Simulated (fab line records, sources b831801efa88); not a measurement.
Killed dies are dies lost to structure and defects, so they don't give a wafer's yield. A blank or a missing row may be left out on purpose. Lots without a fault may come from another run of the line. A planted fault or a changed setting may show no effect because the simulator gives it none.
fab line records | flow sky130
record lots=11 wafers=33 last_day=50
route steps=708 shown FIELD_ISO@15 GATE_OXIDE@201 POLY_GATE@227 LDD_N@244 PAD_OPEN@708
lots that met no fault: from a run of the same line without faults
start_h: hours from the record's first day to the start of the lot's first wafer shown | wait_h: hours since the lot's step before | " the same as in the row above | L1.1+2: a row that stands for several wafers | - no value, or no start given | * or withheld: withheld | < > ~ a bound
route shown NAME@n: a module of which the file shows steps, and the number in the route of the first | usual: mean/standard deviation of fault-free wafers | same: alike in all rows | chamber/n: place in a boat | sites: the reading at each site | _std_site: their standard deviation | _edge_site: outer sites' mean less inner sites' | radius_mm: how far each site lies from the wafer's centre | mask NAME#n: copy n | behind: the tool/chamber that last shaped the wafer | hold: why the lot was held/for how many hours/how that ended | device: the transistor (n, p or np) that didn't switch | end of line: the same wafers' tests at the end of the route | a step without rows: its recipe alone | killed: dies lost to structure and defects at the first sort, not the wafer's yield | map: a wafer's dies, x killed, . not, _ none there
set.NAME: the setting as run; set.NAME@STEP: as run at that earlier step | model.NAME: the simulator's own value behind a step, which no gauge read
steps of the route over a sample of lots; a table a step, a row a wafer
services: from which hour (start_h, from the record's first day; less than 0 if before it) a tool's chamber was out of use, for how many hours, and why
## steps
# step SKY_FIELD_ISO_ETCH_14
# recipe chemistry=N2/H2 target=BARC ion_energy_ev=200 source_w=500 bias_w=100 pressure_mtorr=30 n2_flow_sccm=100 h2_flow_sccm=200 stop_on=SiO2 time_s=45.9 target_depth_a=600
# usual bias_w=100.03/0.3 chamber_pressure_mTorr=29.999/0.03 drypump_motor_current_A=5.5/0.33 oes_product_au=0.855/0.0043 throttle_valve_pct=13.224/0.0096
# columns lot.wafer tool chamber start_h wait_h bias_w chamber_pressure_mTorr drypump_motor_current_A oes_product_au rf_hours_counter_h throttle_valve_pct
L294.1 rie_diel-03 1 29.51 0.1 99.70 30.018 5.4 0.856 45 13.221
L294.3 " 2 " " 99.79 30.046 4.7 0.851 71 13.243
L294.5 " 3 " " 99.80 29.985 5.5 0.859 - 13.228
L295.3 rie_diel-04 1 34.62 0.1 100.38 30.017 5.5 0.856 148 13.237
L295.4 " 0 " " 100.28 29.997 5.3 0.854 6 13.218
L295.5 " 1 " " 99.98 30.009 5.5 0.857 - 13.221
L297.1 rie_diel-04 2 42.81 0.1 100.35 29.981 5.3 0.860 39 13.229
L297.3 " 0 " " 99.57 30.006 5.3 0.856 6 13.226
L297.5 " 3 " " 100.13 30.031 5.3 0.857 - 13.237
L300.1 rie_diel-02 1 63.21 0.1 100.16 29.993 6.3 0.851 85 13.216
L300.2 " 2 " " 100.54 29.966 5.6 0.850 123 13.205
L300.6 " 1 " " 100.14 29.987 6.3 0.857 - 13.227
L301.1 rie_diel-02 2 67.81 0.1 99.82 29.987 5.6 0.848 123 13.215
L301.4 " 1 " " 99.83 29.996 6.3 0.862 85 13.212
L301.6 " 3 " " 100.03 30.006 6.1 0.857 - 13.231
L307.1 rie_diel-02 0 96.67 0.1 - - - - - -
L307.5 " 1 " " - - - - - -
L307.6 " 0 " " - - - - - -
L308.2 rie_diel-04 2 101.91 0.1 - - - - - -
L308.3 " 3 " " - - - - - -
L308.5 " 1 " " - - - - - -
L309.1 rie_diel-04 1 105.86 0.1 100.65 29.972 5.5 0.859 149 13.218
L309.3 " 3 " " 99.90 29.938 5.3 0.856 9 13.237
L309.6 " 0 " " 99.89 29.949 5.3 0.858 - 13.227
L313.2 rie_diel-03 3 129.66 0.1 99.58 30.011 5.5 0.848 127 13.237
L313.4 " 0 " " 99.39 29.991 5.4 0.857 9 13.229
L313.5 " 1 " " 100.38 29.966 5.4 0.855 - 13.220
L315.1 rie_diel-04 0 137.62 0.1 100.01 30.046 5.3 0.854 8 13.251
L315.4 " 1 " " 99.63 30.030 5.5 0.854 150 13.217
L315.6 " 3 " " 100.09 30.035 5.3 0.857 - 13.224
L317.2 rie_diel-04 3 152.01 0.1 100.23 29.989 5.3 0.858 10 13.232
L317.3 " 0 " " 99.84 29.987 5.3 0.861 8 13.209
L317.5 " 0 " " 100.36 30.042 5.3 0.851 - 13.216
# step SKY_FIELD_ISO_ETCH_15
# recipe chemistry=CHF3/O2 target_depth_nm=180 stop_on=Si source_w=600 bias_w=200 pressure_mtorr=40 chf3_flow_sccm=50 O2_flow_sccm=5 time_s=72
# usual O2_flow_sccm=5.003/0.015 bias_w=200.0/0.61 drypump_motor_current_A=5.5/0.34 oes_product_au=0.943/0.0079 throttle_valve_pct=8.842/0.0088
# columns lot.wafer tool chamber start_h wait_h O2_flow_sccm bias_w drypump_motor_current_A oes_product_au rf_hours_counter_h throttle_valve_pct
L294.1 rie_diel-03 1 29.55 0.0 5.002 200.4 5.3 0.945 45 8.835
L294.3 " 2 " " 4.996 200.2 4.7 0.942 71 8.833
L294.5 " 3 " " 5.011 199.1 5.5 0.937 - 8.850
L295.3 rie_diel-04 1 34.66 0.0 4.977 199.7 5.6 0.939 148 8.837
L295.4 " 0 " " 5.000 200.4 5.3 0.937 6 8.831
L295.5 " 1 " " 4.971 200.0 5.6 0.930 - 8.838
L297.1 rie_diel-04 2 42.86 0.0 4.984 199.7 5.4 0.942 39 8.833
L297.3 " 0 " " 5.024 199.1 5.3 0.929 6 8.849
L297.5 " 3 " " 4.978 199.5 5.3 0.941 - 8.840
L300.1 rie_diel-02 1 63.26 0.0 5.010 200.2 6.3 0.950 85 8.850
L300.2 " 2 " " 4.980 199.8 5.6 0.956 123 8.858
L300.6 " 1 " " 5.002 200.3 6.3 0.942 - 8.854
L301.1 rie_diel-02 2 67.86 0.0 5.028 199.9 5.7 0.936 123 8.847
L301.4 " 1 " " 5.010 201.4 6.3 0.939 85 8.848
L301.6 " 3 " " 4.984 200.2 6.1 0.941 - 8.838
L307.1 rie_diel-02 0 96.71 0.0 4.992 199.6 6.2 0.380 50 8.674
L307.5 " 1 " " 5.033 199.5 6.3 0.370 - 8.660
L307.6 " 0 " " 4.992 199.2 6.2 0.376 - 8.666
L308.2 rie_diel-04 2 101.96 0.0 4.996 199.7 5.3 0.373 40 8.665
L308.3 " 3 " " 5.029 199.3 5.3 0.372 9 8.663
L308.5 " 1 " " 5.022 199.7 5.5 0.375 - 8.668
L309.1 rie_diel-04 1 105.91 0.0 4.976 200.7 5.5 0.941 149 8.836
L309.3 " 3 " " 5.017 199.7 5.3 0.940 9 8.846
L309.6 " 0 " " 5.023 200.0 5.3 0.942 - 8.852
L313.2 rie_diel-03 3 129.70 0.0 4.969 199.0 5.5 0.944 127 8.845
L313.4 " 0 " " 5.014 200.5 5.4 0.943 9 8.849
L313.5 " 1 " " 4.993 199.6 5.3 0.953 - 8.846
L315.1 rie_diel-04 0 137.66 0.0 5.010 198.5 5.3 0.948 8 8.843
L315.4 " 1 " " 5.032 200.2 5.5 0.945 150 8.845
L315.6 " 3 " " 5.014 200.5 5.3 0.943 - 8.852
L317.2 rie_diel-04 3 152.05 0.0 4.999 200.4 5.3 0.936 10 8.828
L317.3 " 0 " " 5.004 198.4 5.3 0.940 8 8.843
L317.5 " 0 " " 5.007 200.3 5.3 0.928 - 8.833
# step SKY_FIELD_ISO_STRIP_16
# recipe chemistry=O2/N2 power_w=1400 pressure_mtorr=1500 platen_temp_c=withheld o2_flow_sccm=3000 n2_flow_sccm=300 overash_fraction=0.5
# usual drypump_motor_current_A=5.8/0.44 oes_product_au=0.377/0.0051 strip_time_to_endpoint_s=3.540/0.028
# columns lot.wafer tool chamber start_h wait_h drypump_motor_current_A oes_product_au rf_hours_counter_h strip_time_to_endpoint_s
L294.1 plasma_asher-01 1 29.61 0.0 5.9 0.374 33 3.523
L294.3 " 1 " " 5.8 0.385 - 3.546
L294.5 " 0 " " 5.6 0.379 - 3.535
L295.3 plasma_asher-03 0 34.75 0.1 6.2 0.371 - 3.528
L295.4 " 1 " " 5.8 0.374 - 3.580
L295.5 " 1 " " 5.8 0.381 - 3.523
L297.1 plasma_asher-03 1 42.91 0.0 5.8 0.376 23 3.531
L297.3 " 1 " " 5.8 0.374 - 3.554
L297.5 " 1 " " 5.8 0.380 - 3.547
L300.1 plasma_asher-03 0 63.31 0.0 6.2 0.373 25 3.569
L300.2 " 1 " " 5.8 0.376 25 3.502
L300.6 " 0 " " 6.2 0.377 - 3.551
L301.1 plasma_asher-04 0 67.91 0.0 6.3 0.378 38 3.518
L301.4 " 0 " " 6.3 0.374 - 3.537
L301.6 " 1 " " 4.8 0.381 - 3.551
L307.1 plasma_asher-03 1 96.77 0.0 5.8 0.395 29 4.024
L307.5 " 0 " " 6.2 0.399 - 4.000
L307.6 " 1 " " 5.8 0.398 - 3.989
L308.2 plasma_asher-03 0 102.01 0.0 6.2 0.394 29 4.008
L308.3 " 1 " " 5.8 0.397 - 4.016
L308.5 " 0 " " 6.2 0.405 - 3.998
L309.1 plasma_asher-03 1 105.96 0.0 5.8 0.386 30 3.561
L309.3 " 1 " " 5.8 0.377 - 3.575
L309.6 " 0 " " 6.2 0.383 - 3.616
L313.2 plasma_asher-01 1 129.76 0.0 5.9 0.376 44 3.555
L313.4 " 1 " " 5.9 0.382 - 3.554
L313.5 " 1 " " 5.9 0.372 - 3.558
L315.1 plasma_asher-03 0 137.72 0.0 6.2 0.380 33 3.550
L315.4 " 1 " " 5.8 0.378 - 3.495
L315.6 " 0 " " 6.1 0.376 - 3.543
L317.2 plasma_asher-01 1 152.10 0.0 5.9 0.379 46 3.572
L317.3 " 0 " " 5.6 0.376 - 3.579
L317.5 " 1 " " 5.8 0.377 - 3.555
# step SKY_GATE_OXIDE_TW_MEAS_14
# usual GATE_OXIDE_TW=225.0/1.6
# columns lot.wafer tool chamber start_h wait_h GATE_OXIDE_TW
L294.1 film_metro-02 - 298.29 0.1 223.5
L294.3 " - " " 223.2
L294.5 " - " " 224.3
L295.3 film_metro-02 - 314.99 0.1 224.0
L295.4 " - " " 225.1
L295.5 " - " " 225.0
L297.1 film_metro-02 - 350.42 0.1 223.3
L297.3 " - " " 222.4
L297.5 " - " " 224.2
L300.1 film_metro-03 - 374.48 0.1 227.1
L300.2 " - " " 228.6
L300.6 " - " " 226.7
L301.1 film_metro-02 - 374.84 0.1 225.5
L301.4 " - " " 225.4
L301.6 " - " " 225.6
L309.1 film_metro-03 - 432.74 0.1 223.4
L309.3 " - " " 223.7
L309.6 " - " " 224.0
L313.2 film_metro-04 - 488.59 0.1 226.9
L313.4 " - " " 227.6
L313.5 " - " " 227.8
L315.1 film_metro-04 - 491.82 0.1 225.7
L315.4 " - " " 226.7
L315.6 " - " " 226.5
L317.2 film_metro-02 - 504.30 0.1 222.9
L317.3 " - " " 222.7
L317.5 " - " " 223.4
# step SKY_POLY_GATE_CD_MEAS_13
# recipe target_cd_nm=150
# usual cd_nm=150.1/1.3
# columns lot.wafer tool chamber start_h wait_h cd_nm
L294.1 cd_sem-01 - 358.39 - 150.7
L294.3 " - " " 150.9
L294.5 " - " " 151.5
L295.3 cd_sem-01 - 372.67 - 152.6
L295.4 " - " " 151.0
L295.5 " - " " 151.5
L297.1 cd_sem-02 - 416.93 - 148.8
L297.3 " - " " 150.8
L297.5 " - " " 149.6
L301.1 cd_sem-02 - 440.63 - 150.4
L301.4 " - " " 151.0
L301.6 " - " " 149.3
L300.1 cd_sem-02 - 441.38 - 149.4
L300.2 " - " " 150.7
L300.6 " - " " 150.9
L309.1 cd_sem-02 - 501.08 - 149.8
L309.3 " - " " 148.3
L309.6 " - " " 148.8
L313.2 cd_sem-02 - 554.20 - 148.5
L313.4 " - " " 147.4
L313.5 " - " " 149.1
L315.1 cd_sem-02 - 556.18 - 151.1
L315.4 " - " " 148.9
L315.6 " - " " 150.6
L317.2 cd_sem-01 - 578.40 - 152.0
L317.3 " - " " 153.2
L317.5 " - " " 154.2
# step SKY_LDD_N_OVL_MEAS_07
# usual LDD_N_OVL=0.6/1.6
# columns lot.wafer tool chamber start_h wait_h LDD_N_OVL[nm]
L294.1 overlay-01 - 389.69 0.1 -0.8
L294.3 " - " " -0.8
L294.5 " - " " -2.8
L295.3 overlay-01 - 406.15 0.1 -1.5
L295.4 " - " " -0.2
L295.5 " - " " 0.4
L297.1 overlay-01 - 451.29 0.1 2.8
L297.3 " - " " 1.5
L297.5 " - " " 2.3
L301.1 overlay-02 - 473.70 0.1 0.2
L301.4 " - " " 0.0
L301.6 " - " " 0.0
L300.1 overlay-02 - 475.63 0.1 2.4
L300.2 " - " " 1.9
L300.6 " - " " 1.5
L309.1 overlay-02 - 533.43 0.1 -0.5
L309.3 " - " " 2.5
L309.6 " - " " 2.4
L313.2 overlay-02 - 586.48 0.1 3.1
L313.4 " - " " 2.3
L313.5 " - " " 1.5
L315.1 overlay-01 - 587.38 0.1 1.9
L315.4 " - " " 0.2
L315.6 " - " " 1.3
L317.2 overlay-01 - 610.00 0.1 -1.0
L317.3 " - " " 0.7
L317.5 " - " " 1.0
# step SKY_PAD_OPEN_PROBE_99
# usual killed_at_M0_to_M3=43/7.4 killed_at_M4_up=3.1/1.8 killed_at_contacts=26/5.6 killed_at_front_end=15/4.9 killed_at_other=0.2/0.44 killed_dies=87/10 killed_on_rim=17/3.7 killed_open=48/7.6 killed_short=39/6.2
# same gross_dies=492 killed_at_back_side=0
# columns lot.wafer tool chamber start_h wait_h killed_at_M0_to_M3 killed_at_M4_up killed_at_contacts killed_at_front_end killed_at_other killed_dies killed_on_rim killed_open killed_short
L307.1 prober-02 - 1153.07 0.1 36 5 20 431 0 492 96 37 39
L307.5 prober-02 - 1153.27 0.2 49 5 18 420 0 492 96 42 39
L307.6 prober-02 - 1153.32 0.2 45 3 28 415 1 492 96 55 39
L308.2 prober-01 - 1159.05 0.1 42 6 23 421 0 492 96 40 46
L308.3 prober-01 - 1159.10 0.2 43 2 25 422 0 492 96 49 42
L308.5 prober-01 - 1159.20 0.2 38 3 26 425 0 492 96 47 33
# killed by level:class
L307.1 FIELD_ISO:area_etch=416 VIA3:geometric_particle:open=12 CONTACT:geometric_particle:open=7 FIELD_ISO:geometric_particle:short=5 FIELD_ISO:geometric_particle:open=4 POLY_GATE:geometric_particle:short=4 LOCAL_INTERCONNECT:geometric_particle:short=4 VIA1:geometric_particle:open=4
L307.5 FIELD_ISO:area_etch=411 VIA1:geometric_particle:open=11 VIA2:geometric_particle:open=8 METAL2:geometric_particle:short=7 CONTACT:geometric_particle:open=6 METAL1:geometric_particle:short=5 VIA2:geometric_particle:short=4 LOCAL_INTERCONNECT:geometric_particle:short=4
L307.6 FIELD_ISO:area_etch=398 CONTACT:geometric_particle:open=11 VIA2:geometric_particle:open=11 LI_CONTACT:geometric_particle:open=7 VIA1:geometric_particle:open=7 FIELD_ISO:geometric_particle:open=5 METAL2:geometric_particle:short=5 CONTACT:geometric_particle:short=5
L308.2 FIELD_ISO:area_etch=406 CONTACT:geometric_particle:open=9 VIA1:geometric_particle:open=7 METAL2:geometric_particle:short=7 VIA2:geometric_particle:open=7 VIA3:geometric_particle:short=5 LI_CONTACT:geometric_particle:open=5 VIA3:geometric_particle:open=5
L308.3 FIELD_ISO:area_etch=401 VIA3:geometric_particle:open=11 FIELD_ISO:geometric_particle:open=8 CONTACT:geometric_particle:open=7 VIA1:geometric_particle:open=7 FIELD_ISO:geometric_particle:short=6 LOCAL_INTERCONNECT:geometric_particle:short=6 METAL2:geometric_particle:short=6
L308.5 FIELD_ISO:area_etch=412 CONTACT:geometric_particle:open=13 VIA2:geometric_particle:open=8 VIA1:geometric_particle:open=6 LI_CONTACT:geometric_particle:open=5 CONTACT:geometric_particle:short=5 METAL2:geometric_particle:short=5 VIA3:geometric_particle:short=4
## services
# columns tool chamber start_h hours kind
rie_diel-03 2 8.89 1.5 repair
rie_diel-04 1 19.81 2.0 repair
rie_diel-02 - 77.32 15.6 pm
rie_diel-04 0 78.04 4.9 repair
rie_diel-03 2 81.37 15.0 repair
rie_diel-02 3 96.64 15.9 repair
plasma_asher-04 - 108.75 9.0 pm
plasma_asher-04 0 108.75 9.0 vent_cycle
plasma_asher-04 1 108.75 9.0 vent_cycle
rie_diel-03 2 109.66 3.9 repair
plasma_asher-04 0 117.75 - clean
plasma_asher-04 1 117.75 - clean
plasma_asher-03 - 120.57 0.9 repair
rie_diel-02 2 121.86 12.1 repair
rie_diel-02 1 129.13 28.8 repair
## key
first_sign step=SKY_FIELD_ISO_ETCH_14 reading=tool_record direction=missing
effect step=SKY_FIELD_ISO_ETCH_15 reading=oes_product_au direction=down sigmas=72 usual=0.943 struck=0.374
effect step=SKY_FIELD_ISO_STRIP_16 reading=strip_time_to_endpoint_s direction=up sigmas=17 usual=* struck=*
effect step=SKY_PAD_OPEN_PROBE_99 reading=killed_at_front_end direction=up sigmas=84 usual=15 struck=422
more_kills_born_at SKY_FIELD_ISO_ETCH_14@rie_diel-02=1225 SKY_FIELD_ISO_ETCH_14@rie_diel-04=1219
met_at SKY_FIELD_ISO_ETCH_14
struck_lots L307,L308
later_rows_left_out L307.1,L307.5,L307.6,L308.2,L308.3,L308.5
tester_left_out L307,L308
not_acting_at SKY_GATE_OXIDE_TW_MEAS_14,SKY_POLY_GATE_CD_MEAS_13,SKY_LDD_N_OVL_MEAS_07
onset_between 67.81 96.67
fault kind=skipped_step_whole tool=rie_diel-02,rie_diel-04 chamber=- onset_h=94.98 steps=SKY_FIELD_ISO_ETCH_14 scope=struck_lots_only
# tester_left_out: of these lots the tester's yield and bins aren't shown, on N5 and GAA mostly nor the transistor test; their killed dies are dies lost to structure and defects alone, not to doping, threshold or leakage, so they don't give the yield
# later_rows_left_out: the simulator's readings of these wafers behind a module that went badly wrong aren't trusted and aren't shown, but for the sort
